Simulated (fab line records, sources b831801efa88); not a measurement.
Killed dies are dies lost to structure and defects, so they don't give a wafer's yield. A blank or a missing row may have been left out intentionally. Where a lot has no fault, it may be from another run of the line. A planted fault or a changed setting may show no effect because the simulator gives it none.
What tool caused it? | flow sky130 | 13 lots, 39 wafers sampled, at 3 steps of a route of 708

== WHAT THE GAUGES READ, wafer by wafer ==
SKY_LDD_HVN_TW_MEAS_10.
lot  | measured     | on            | LDD_HVN_TW
L741 | day 19 23:12 | film-metro-04 | 1458 1453 1459
L742 | day 20 12:08 | film-metro-01 | 1440 1443 1445
L744 | day 20 19:53 | film-metro-04 | 1448 1453 1454
L743 | day 20 20:33 | film-metro-01 | 1443 1449 1435
L745 | day 21 12:08 | film-metro-02 | 1442 1438 1444
L747 | day 23 03:00 | film-metro-01 | 1452 1460 1453
L746 | day 23 04:07 | film-metro-04 | 1459 1452 1441
L749 | day 23 05:57 | film-metro-04 | 1461 1457 1460
L752 | day 24 05:33 | film-metro-04 | 1457 1445 1442
L753 | day 24 10:31 | film-metro-02 | 1456 1457 1447
L754 | day 24 22:11 | film-metro-02 | 1455 1449 1456
L762 | day 27 10:53 | film-metro-04 | 1456 1462 1464
L763 | day 27 20:09 | film-metro-02 | 1443 1446 1450

SKY_SD_N_RS_MEAS_16: measurement is done with a four-point probe.
lot  | measured     | on            | SD_N_RS (ohm/sq)
L741 | day 27 11:10 | film-metro-02 | 68.39 68.56 68.52
L742 | day 28 01:06 | film-metro-02 | 68.51 68.53 68.69
L744 | day 28 07:39 | film-metro-01 | 68.65 68.61 68.62
L743 | day 28 06:44 | film-metro-04 | 68.60 68.38 68.56
L745 | day 28 21:56 | film-metro-02 | 68.53 68.52 68.48
L747 | day 30 09:08 | film-metro-02 | 68.60 68.50 68.35
L746 | day 30 13:08 | film-metro-04 | 68.52 68.32 68.34
L749 | day 30 15:27 | film-metro-02 | 68.49 68.33 68.37
L752 | day 31 09:29 | film-metro-04 | 68.52 68.42 68.50
L753 | day 31 15:42 | film-metro-01 | 68.64 68.66 68.63
L754 | day 32 01:12 | film-metro-01 | 68.54 68.45 68.57
L762 | day 34 09:51 | film-metro-02 | 68.47 68.51 68.44
L763 | day 34 21:24 | film-metro-02 | 68.58 68.48 68.56

SKY_LOCAL_INTERCONNECT_RS_MEAS_01: measurement is done with a four-point probe.
lot  | measured     | on            | LOCAL_INTERCONNECT_TIN_RS (ohm/sq)
L741 | day 28 17:55 | film-metro-01 | 13.98 14.12 13.99
L742 | day 29 07:33 | film-metro-04 | 14.24 14.17 14.01
L744 | day 29 14:25 | film-metro-03 | 13.93 13.97 14.07
L743 | day 29 12:34 | film-metro-01 | 14.12 14.11 14.16
L745 | day 30 03:42 | film-metro-03 | 14.19 14.35 14.45
L747 | day 31 15:13 | film-metro-04 | 14.10 14.27 14.20
L746 | day 31 18:59 | film-metro-04 | 13.97 13.98 14.08
L749 | day 31 21:53 | film-metro-01 | 14.26 14.29 14.40
L752 | day 32 15:07 | film-metro-03 | 14.50 14.02 14.24
L753 | day 32 20:43 | film-metro-03 | 13.84 14.03 13.96
L754 | day 33 06:31 | film-metro-01 | 14.02 14.09 13.94
L762 | day 35 15:05 | film-metro-01 | 14.25 14.31 14.32
L763 | day 36 02:48 | film-metro-03 | 13.93 14.02 13.90

== WHAT TOOL EACH LOT RAN ON (gives the tool, then ch and the chambers of the sampled wafers, and finally the start) ==
Record: no process step prior to these readings.

== WHAT THE TOOLS THEMSELVES READ (means of the sampled wafers that have a number; where no wafer has one, the mark that the record gives instead) ==
The record holds no such reading with a usual standard deviation.

== THE ANSWER, worked out from the rows above alone ==
Rule: usual is defined by the lots themselves. The widest of any qualifying gaps counts: lots, ordered by their means at a reading, are off when they make up no more than a third of the lots, leave a main group of 4 or more, and stand apart from it by 3 or more times the standard deviation of that group's means. A main group is skipped when, at the precision printed for the reading in the tables above, its means are all equal. Also off: a lot with no number at a reading for which 4 or more lots have one. The other lots that the step has rows for count as sound. After the gauges, taken in route order, come the tools' own readings; for these a lot's mean is taken, as printed above. The first step at which some lot is off is used, and at that step the reading that is off furthest; a lot without a number counts as furthest.
Nothing can be told from this: no lot is off at any reading shown.

== WHAT THE SIMULATOR PUT IN ==
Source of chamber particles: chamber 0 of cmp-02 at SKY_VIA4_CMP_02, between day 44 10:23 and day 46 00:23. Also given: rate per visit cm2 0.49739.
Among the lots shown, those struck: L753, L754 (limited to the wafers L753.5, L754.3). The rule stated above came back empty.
